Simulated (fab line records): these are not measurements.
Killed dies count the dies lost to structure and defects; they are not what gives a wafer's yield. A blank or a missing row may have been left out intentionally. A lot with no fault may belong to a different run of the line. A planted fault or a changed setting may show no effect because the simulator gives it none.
Which of the tools did it? | flow sky130 | 7 lots with 21 wafers sampled at 3 steps, on a route of 708 steps

WHAT EACH GAUGE READ, for each wafer
SKY_POLY_GATE_THK_MEAS_04.
lot  | measured     | on            | POLY_GATE_CVD_03_THK (nm)
L408 | day 15 16:06 | film-metro-04 | 74.9 75.6 75.3
L411 | day 16 20:08 | film-metro-02 | 74.4 74.7 74.1
L413 | day 17 08:12 | film-metro-04 | 38.8 39.6 39.1
L422 | day 20 19:02 | film-metro-02 | 75.3 76.0 76.0
L424 | day 21 16:42 | film-metro-04 | 75.3 75.4 75.2
L427 | day 22 15:40 | film-metro-02 | 74.5 74.4 74.3
L430 | day 23 16:02 | film-metro-02 | 76.6 75.4 76.5

WHAT TOOL EACH LOT RAN ON (gives the tool, then ch and the chambers of the sampled wafers, and finally the start)
lot  | SKY_VT_ADJUST_PCH_STRIP_09           | SKY_POLY_GATE_CVD_03
L408 | plasma-asher-03 ch 1, day 10 19:13   | lpcvd-02 ch 0, day 15 14:44
L411 | plasma-asher-01 ch 0,1, day 11 17:22 | lpcvd-02 ch 1, day 16 18:47
L413 | plasma-asher-01 ch 0,1, day 12 06:32 | lpcvd-02 ch 0, day 17 06:50
L422 | plasma-asher-01 ch 0,1, day 15 08:14 | lpcvd-02 ch 1, day 20 17:41
L424 | plasma-asher-02 ch 0,1, day 16 02:45 | lpcvd-02 ch 0, day 21 14:39
L427 | plasma-asher-02 ch 1, day 16 22:15   | lpcvd-02 ch 0, day 22 14:17
L430 | plasma-asher-02 ch 0,1, day 17 23:32 | lpcvd-02 ch 0, day 23 14:40
- SKY_VT_ADJUST_PCH_STRIP_09: strips in O2/N2.
- SKY_POLY_GATE_CVD_03: deposits Si3N4 from DCS/NH3, target thk 75 nm, time 1290 s.

THE ANSWER, worked out from the rows above alone
Rule: usual is defined by the lots themselves. Put in order of their means at a reading, lots are off if they are a third of the lots or fewer, leave a main group of 4 or more, and stand apart from it by a gap of 3 or more times the standard deviation of the main group's means; of several such gaps the widest counts. Not used: any main group whose means are identical at the precision the tables above print for the reading. A lot without any number at a reading at which 4 lots or more have one is off too. All remaining lots with rows at the step are treated as sound.
Off: L413, at SKY_POLY_GATE_THK_MEAS_04 (POLY_GATE_CVD_03_THK). Mean 75.2 nm and standard deviation 0.65 in the main group.
A tool fits if, at a process step before that reading, it ran every lot that is off, and no sound lot after the first of them. Those tools and the gauges at SKY_POLY_GATE_THK_MEAS_04 are tried in the same way. None of those tried fits.

WHAT WAS PUT IN BY THE SIMULATOR
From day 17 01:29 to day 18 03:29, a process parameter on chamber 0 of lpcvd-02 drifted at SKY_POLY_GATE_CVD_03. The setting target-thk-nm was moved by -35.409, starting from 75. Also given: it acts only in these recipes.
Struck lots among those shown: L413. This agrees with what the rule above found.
